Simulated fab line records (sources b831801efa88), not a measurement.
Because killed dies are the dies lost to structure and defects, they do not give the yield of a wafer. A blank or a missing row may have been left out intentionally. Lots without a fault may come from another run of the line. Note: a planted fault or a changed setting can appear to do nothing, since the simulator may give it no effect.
Comparing a struck lot with a sound one | flow sky130 | 25 steps out of a route of 708
Sound: wafers L823.1, L823.4, L823.5. Struck: wafer L829.2 (left out: L829.3, L829.6 of the same lot, which were not struck); the cause appears at the end.
For every step that has rows: the tool of each side, followed by ch and its chambers, followed by its first start. Under that, the readings that differ: sound wafers | struck wafers | difference of the means | sigmas: that difference in standard deviations of wafers without a fault.
alike: readings with means less than 2 such deviations apart, plus words and numbers identical on both sides. not compared: withheld readings, readings lacking a value on some wafer, bounds such as >300 that could conceal the same value, and numbers that have no deviation in the record and whose values overlap.
The two part at a step that has a row with sigmas, a row that says differs or no value, or rows on one side only. Numbers that don't overlap but have no deviation are shown without sigmas and don't part them. A reading that every wafer of one side lacks parts them only if that side has two wafers or more.

first, 3 steps without rows for these wafers: SKY_LOCAL_INTERCONNECT_STRIP_16 (strips in post etch residue remover, time 1200 s); SKY_LOCAL_INTERCONNECT_CLEAN_17 (cleans in IPA, time 180 s); SKY_LOCAL_INTERCONNECT_CLEAN_18 (cleans in O3/DIW).
SKY_CONTACT_CVD_00: deposits Si3N4, target thk 75 nm.
  sound on pecvd-03 ch 1,2, day 34 04:28; struck on pecvd-03 ch 2, day 35 19:52
  alike: heater power w
SKY_CONTACT_THK_MEAS_01:
  sound on film metro-02 at day 34 04:29; struck on film metro-03 at day 35 19:55
  alike: CONTACT_CVD_00_THK
then, 1 step without rows for these wafers: SKY_CONTACT_HDPCVD_02 (deposits SiO2, target thk 565 nm, time 94.2 s).
SKY_CONTACT_THK_MEAS_03:
  sound on film metro-04 at day 34 04:37; struck on film metro-04 at day 35 20:04
  alike: CONTACT_HDPCVD_THK
SKY_CONTACT_CMP_04: polishes SiO2.
  sound on cmp-02 ch 0,2, day 34 04:44; struck on cmp-02 ch 0, day 35 20:07
  alike: motor current A, platen rpm, slurry flow ml min, time to endpoint s
SKY_CONTACT_BOW_MEAS_05:
  sound on film metro-04 at day 34 04:59; struck on film metro-04 at day 35 20:26
  alike: CONTACT_BOW
then, 3 steps without rows for these wafers: SKY_CONTACT_DEHYDRATE_06 (time 60 s); SKY_CONTACT_HMDS_07 (prime time 60 s); SKY_CONTACT_COAT_08 (resist thk 60 nm).
SKY_CONTACT_COAT_09: resist thk 450 nm.
  sound on litho track-02 ch 0, day 34 18:00; struck on litho track-01 ch 0, day 36 09:00
  reading                                        | sound             | struck | difference | sigmas
  model.KrF-thick_of_CONTACT_COAT_09.thk nm (nm) | 450.2 449.5 450.8 | 559.4  | +109.2     |
then, 4 steps without rows for these wafers: SKY_CONTACT_SOFTBAKE_10 (time 90 s); SKY_CONTACT_EXPOSE_11 (exposes mask CTM1, target cd 170 nm); SKY_CONTACT_PEB_12; SKY_CONTACT_DEVELOP_13 (develop time 60 s).
SKY_CONTACT_CD_MEAS_14 targets a cd of 170 nm.
  sound on cd sem-02 at day 35 08:20; struck on cd sem-02 at day 36 22:45
  reading    | sound             | struck | difference | sigmas
  cd nm (nm) | 171.4 172.9 172.0 | 166.5  | -5.6       | -3
SKY_CONTACT_OVL_MEAS_15:
  sound on overlay-01 at day 35 08:27; struck on overlay-01 at day 36 22:52
  alike: CONTACT_OVL
SKY_CONTACT_ETCH_16: etches BARC in N2/H2, stops on SiO2, time 45.9 s, target depth 60 nm.
  sound on rie diel-01 ch 2,3, day 35 08:29; struck on rie diel-02 ch 1, day 36 22:53
  reading                  | sound             | struck | difference | sigmas
  model.CONTACT.cd nm (nm) | 172.6 174.2 172.8 | 166.2  | -7.0       |
  alike: chamber pressure mTorr, drypump motor current A, oes product au, throttle valve pct
  not compared: rf hours counter h
SKY_CONTACT_ETCH_17: etches SiO2 in C4F8/O2/Ar, stops on Si3N4, target depth 340 nm.
  sound on rie diel-01 ch 2,3, day 35 08:32; struck on rie diel-02 ch 1, day 36 22:56
  reading               | sound             | struck | difference | sigmas
  oes product au (a.u.) | 0.899 0.895 0.895 | 0.885  | -0.011     | -2
  alike: chamber pressure mTorr
SKY_CONTACT_ETCH_18: etches Si3N4 in CHF3/O2, stops on TiN, time 39 s, target depth 75 nm.
  sound on rie diel-01 ch 2,3; struck on rie diel-02 ch 1
  reading                                        | sound             | struck | difference | sigmas
  throttle valve pct (%)                         | 8.787 8.801 8.806 | 8.777  | -0.021     | -2
  model.KrF-thick_of_CONTACT_COAT_09.thk nm (nm) | 244.6 244.3 244.1 | 351.8  | +107.5     |
  model.CONTACT.cd nm (nm)                       | 172.3 173.8 172.8 | 166.6  | -6.4       |
  alike: chamber pressure mTorr, drypump motor current A, oes product au
  not compared: rf hours counter h
SKY_CONTACT_STRIP_19: strips in O2/N2.
  sound on plasma asher-02 ch 0,1, day 35 08:37; struck on plasma asher-03 ch 0, day 36 23:01
  reading                      | sound             | struck | difference | sigmas
  drypump motor current A (A)  | 5.1 5.1 5.2       | 6.1    | +1.0       | +2
  o2 flow sccm (sccm)          | 2982 2983 2982    | 3003   | +21        | +2
  oes product au (a.u.)        | 0.385 0.378 0.383 | 0.427  | +0.045     | +10
  strip time to endpoint s (s) | 3.632 3.632 3.626 | 4.766  | +1.136     | +39
  alike: chamber pressure mTorr
  not compared: rf hours counter h
then, 2 steps without rows for these wafers: SKY_CONTACT_STRIP_20 (strips in post etch residue remover, time 1200 s); SKY_PAD_OPEN_PROBE_99.

== WHERE THEY PART ==
First at SKY_CONTACT_CD_MEAS_14; last, within this record, at SKY_CONTACT_STRIP_19.

WHY: what had been put in by the simulator
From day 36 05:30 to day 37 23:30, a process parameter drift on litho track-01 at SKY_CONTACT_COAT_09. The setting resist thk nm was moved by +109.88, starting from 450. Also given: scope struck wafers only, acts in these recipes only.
